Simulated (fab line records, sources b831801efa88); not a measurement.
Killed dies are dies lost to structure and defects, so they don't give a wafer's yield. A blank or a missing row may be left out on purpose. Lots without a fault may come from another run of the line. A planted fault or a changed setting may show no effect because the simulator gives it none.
A struck lot beside a sound one | flow sky130 | 17 steps out of a route of 708
Sound: wafers L448.1, L448.3, L448.5. Struck: wafers L437.3, L437.4, L437.5. The cause comes at the end.
At each step with rows: each side's tool, then ch and its chambers, then its first start. Under that, the readings that differ: sound wafers | struck wafers | difference of the means | sigmas: that difference in standard deviations of wafers without a fault.
alike: readings whose means differ by less than 2 such deviations, and words and numbers that are the same on both sides. not compared: withheld readings, readings that some wafer has no value for, bounds like >300 that may hide the same value, and numbers for which the record gives no deviation and whose values overlap.
The two part at a step that has a row with sigmas, a row that says differs or no value, or rows on one side only. Numbers that don't overlap but have no deviation are shown without sigmas and don't part them. A reading that every wafer of one side lacks parts them only if that side has two wafers or more.

first, 2 steps without rows for these wafers: SKY_LOCAL_INTERCONNECT_PEB_09; SKY_LOCAL_INTERCONNECT_DEVELOP_10 (develop time 60 s).
SKY_LOCAL_INTERCONNECT_CD_MEAS_11: target cd 170 nm.
  sound on cd_sem-01, day 37 01:19; struck on cd_sem-01, day 33 17:40
  alike: cd_nm
SKY_LOCAL_INTERCONNECT_OVL_MEAS_12:
  sound on overlay-01, day 37 01:26; struck on overlay-01, day 33 17:46
  alike: LOCAL_INTERCONNECT_OVL
SKY_LOCAL_INTERCONNECT_ETCH_13: etches BARC in N2/H2, stops on SiO2, time 45.9 s, target depth 60 nm.
  sound on rie_metal-03 ch 0,1, day 37 01:29; struck on rie_metal-01 ch 0,1, day 33 17:48
  alike: drypump_motor_current_A, oes_product_au, throttle_valve_pct
  not compared: rf_hours_counter_h
SKY_LOCAL_INTERCONNECT_METAL_ETCH_14: etches TiN in Cl2/BCl3, stops on PSG, target depth 110 nm, time 31.4 s.
  sound on rie_metal-03 ch 0,1, day 37 01:32; struck on rie_metal-01 ch 0,1, day 33 17:52
  alike: drypump_motor_current_A, oes_product_au, throttle_valve_pct
  not compared: rf_hours_counter_h
SKY_LOCAL_INTERCONNECT_STRIP_15: strips in O2/N2.
  sound on plasma_asher-03 ch 0, day 37 01:38; struck on plasma_asher-01 ch 0,1, day 33 17:56
  alike: drypump_motor_current_A, oes_product_au, strip_time_to_endpoint_s
  not compared: rf_hours_counter_h
then, 3 steps without rows for these wafers: SKY_LOCAL_INTERCONNECT_STRIP_16 (strips in post etch residue remover, time 1200 s); SKY_LOCAL_INTERCONNECT_CLEAN_17 (cleans in IPA, time 180 s); SKY_LOCAL_INTERCONNECT_CLEAN_18 (cleans in O3/DIW).
SKY_CONTACT_CVD_00: deposits Si3N4, target thk 75 nm.
  sound on pecvd-01 ch 1,2, day 37 02:17; struck on pecvd-01 ch 0,1, day 33 18:29
  alike: heater_power_w
SKY_CONTACT_THK_MEAS_01:
  sound on film_metro-04, day 37 02:19; struck on film_metro-01, day 33 18:32
  alike: CONTACT_CVD_00_THK
SKY_CONTACT_HDPCVD_02: deposits SiO2, target thk 565 nm, time 94.2 s.
  sound on hdpcvd-01 ch 1,2, day 37 02:22; struck on hdpcvd-01 ch 0,2, day 33 18:35
  reading                                     | sound             | struck            | difference | sigmas
  run_length_s (s)                            | 122.3 121.6 122.7 | 129.6 128.2 129.4 | +6.9       | +15
  model.SiO2_of_CONTACT_HDPCVD_02.thk_nm (nm) | 551.7 560.8 549.9 | 606.5 616.7 607.2 | +56.0      |
SKY_CONTACT_THK_MEAS_03:
  sound on film_metro-02, day 37 02:26; struck on film_metro-04, day 33 18:40
  reading                 | sound       | struck      | difference | sigmas
  CONTACT_HDPCVD_THK (nm) | 552 561 550 | 606 617 608 | +56        | +9
SKY_CONTACT_CMP_04: polishes SiO2.
  sound on cmp-01 ch 0,1, day 37 02:38; struck on cmp-01 ch 0,2, day 33 18:46
  reading                | sound    | struck   | difference | sigmas
  time_to_endpoint_s (s) | 75 81 78 | 98 97 91 | +17        | +4
  alike: motor_current_A, platen_rpm
SKY_CONTACT_BOW_MEAS_05:
  sound on film_metro-02, day 37 02:53; struck on film_metro-01, day 33 19:03
  alike: CONTACT_BOW
-- the record jumps here: 15 days lie between the struck wafers' starts before and after (it left off in module CONTACT and takes up again in module PAD_OPEN, whose first step shown is number 708 of the route) --
SKY_PAD_OPEN_PROBE_99:
  sound on prober-01, day 50 12:17; struck on prober-02, day 48 11:22
  reading            | sound    | struck   | difference | sigmas
  killed_at_contacts | 18 12 15 | 28 23 35 | +14        | +3
  alike: killed_at_M0_to_M3, killed_at_M4_up, killed_at_front_end, killed_at_other, killed_dies, killed_open, killed_short

WHERE THEY PART
First at SKY_CONTACT_HDPCVD_02; last, within this record, at SKY_PAD_OPEN_PROBE_99.

WHY: what the simulator had put in
Process parameter drift: hdpcvd-01, from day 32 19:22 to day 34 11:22, at SKY_CONTACT_HDPCVD_02. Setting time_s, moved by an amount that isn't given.
